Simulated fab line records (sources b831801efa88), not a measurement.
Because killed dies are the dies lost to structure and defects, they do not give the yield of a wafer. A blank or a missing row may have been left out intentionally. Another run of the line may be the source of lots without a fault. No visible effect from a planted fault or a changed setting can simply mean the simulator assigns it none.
Problem report, 8D (eight disciplines) form, completed by code | flow sky130 | the parts of the form that need people (team, actions taken, sign-off) are left out

== 1. THE PROBLEM ==
Mean SD_N_RS at SKY_SD_N_RS_MEAS_16: 73.34 ohm/sq over 9 wafers in 3 lots; fault-free wafers: 68.46 ohm/sq, standard deviation 0.12. That is +41 standard deviations from the usual mean.
The step: measures by four-point-probe.
First observed at day 29 13:43: wafer L343.2, on film metro-04. Wafers with a number at this step in the record: 45, from 15 lots. The rule behind "out" and "out of limits": a value lying over 4 standard deviations away from the usual mean. Any other wafer with a number is counted as sound.

== 2. WHAT IT IS, WHAT IT ISN'T ==
question                    | is                                          | is not
which readings at this step | SD_N_RS                                     | -
which lots                  | L343, L346, L348                            | L341, L344, L345, L350, L354, L355, L357, L359, L360, L362, L363, L364
which wafers of those lots  | all that have a number                      | -
read on which gauges        | film metro-01, film metro-02, film metro-04 | -
when                        | from day 29 13:43                           | up to then (6 sound wafers); but 30 sound wafers of L345, L350, L354, L355, L357, L359, L360, L362, L363, L364 came after

== 3. THE SUSPECTS, EACH WITH WHAT RULES IT OUT ==
Counting: any tool at a process step up to the reading is kept as a suspect provided that every lot that is out went through it and no sound lot did after the first of them.
- the gauge at SKY_SD_N_RS_MEAS_16: ruled out. Those wafers that are out were read across 3 gauges (film metro-01, film metro-02, film metro-04).
- rtp anneal-01 at SKY_SD_N_RTA_14 (time 2 s): ruled out as a lasting fault. The sound lots L355, L357, L359, L360, L362, L364 went through it after L343, its earliest lot that is out (day 29 13:32).
Left after counting: nothing in the record.

== 4. THE CAUSE (what the simulator had put in) ==
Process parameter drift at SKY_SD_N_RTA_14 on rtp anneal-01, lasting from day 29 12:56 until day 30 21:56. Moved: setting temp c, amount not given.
The count ruled it out by mistake, since the rule takes a fault to strike every lot its tool runs from the start of the fault on, and this one did not do so.

== 5. SEQUENCE OF EFFECTS, ordered by route ==
Each row: a reading where the mean over the struck wafers with a number is more than 3 standard deviations away from the usual. Scope: only readings with a usual standard deviation given in the record; hours: median across lots of the time from each lot's start at the first step in this table that gives one to its start at this step; sigmas: change in usual standard deviations.
hours | step                | reading          | usual        | on struck wafers | change | sigmas
0     | SKY_SD_N_RTA_14     | lamp power pct   | 15.74 %      | 14.87            | -0.87  | -15
0     | SKY_SD_N_RTA_14     | wafer_temp_C_max | 1078.0       | 1044.5           | -33.5  | -28
0     | SKY_SD_N_RS_MEAS_16 | SD_N_RS          | 68.46 ohm/sq | 73.34            | +4.88  | +41
0     | SKY_SD_N_RS_MEAS_17 | SD_P_RS          | 147.8 ohm/sq | 177.7            | +29.9  | +81
The process steps in it:
- SKY_SD_N_RTA_14: time 2 s.

== 6. WHAT WOULD HAVE CAUGHT IT SOONER ==
In this record the first reading out of limits at a measuring or inspecting step was taken at day 29 13:43, 1 hour after the fault began at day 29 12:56.
At SKY_SD_N_RTA_14, the tool's own readings (lamp power pct, wafer_temp_C_max) were out on each struck wafer the step has a row for, so an alarm limit on them would have fired on the first such wafer.
